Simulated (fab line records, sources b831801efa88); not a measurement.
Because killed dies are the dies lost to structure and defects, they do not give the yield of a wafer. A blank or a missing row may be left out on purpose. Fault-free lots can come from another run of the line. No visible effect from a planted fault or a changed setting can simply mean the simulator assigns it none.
Matching of chambers + flow gf180mcu + 4 sister chambers for GF_V5_ETCH_16 on rieDiel-01
The step etches BARC in N2/H2. 8 wafers are shown with their chamber, then 7 later ones without.

== EACH WAFER AND ITS CHAMBER ==
| wafer  | chamber | drypumpMotorCurrentA (A) | oesProductAu (a.u.) |
|--------|---------|--------------------------|---------------------|
| L642.1 | 0       | 6.2                      | 0.853               |
| L643.6 | 0       | 6.2                      | 0.854               |
| L644.1 | 3       | 6.5                      | 0.846               |
| L644.4 | 2       | 6.1                      | 0.850               |
| L646.3 | 2       | 6.0                      | 0.851               |
| L646.5 | 1       | 5.3                      | 0.850               |
| L662.1 | 3       | 6.6                      | 0.850               |
| L662.4 | 1       | 5.2                      | 0.858               |

== WAFERS WITH NO CHAMBER GIVEN ==
| wafer  | drypumpMotorCurrentA (A) | oesProductAu (a.u.) |
|--------|--------------------------|---------------------|
| L662.6 | 6.6                      | 0.857               |
| L663.1 | 6.2                      | 0.844               |
| L663.4 | 5.3                      | 0.857               |
| L663.5 | 6.2                      | 0.855               |
| L664.2 | 5.2                      | 0.859               |
| L664.3 | 6.2                      | 0.859               |
| L664.4 | 6.2                      | 0.865               |

== WHICH CHAMBER EACH WENT THROUGH ==
| wafer  | from the rows above     | in truth |
|--------|-------------------------|----------|
| L662.6 | 3                       | 3        |
| L663.1 | can't be placed: 0 or 2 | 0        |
| L663.4 | 1                       | 1        |
| L663.5 | 0                       | 0        |
| L664.2 | 1                       | 1        |
| L664.3 | can't be placed: 0 or 2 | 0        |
| L664.4 | can't be placed: 0 or 2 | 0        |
4 of 7 placed correctly. These rows do not allow placing 3 (true chamber among the candidates in 3). Number placed wrongly: 0.
How it was worked out, from the rows above alone: a wafer's distance from a chamber is the root of the sum, over the readings, of the square of ((its reading less the chamber's mean) divided by the reading's scatter). The wafer belongs to the nearest chamber; if the next one is less than 2 further off, it can't be placed. A chamber's mean is the mean of its shown wafers. The scatter: take each reading less its chamber's mean, square it, sum over the shown wafers, divide by the number of wafers less the number of chambers, and take the root.
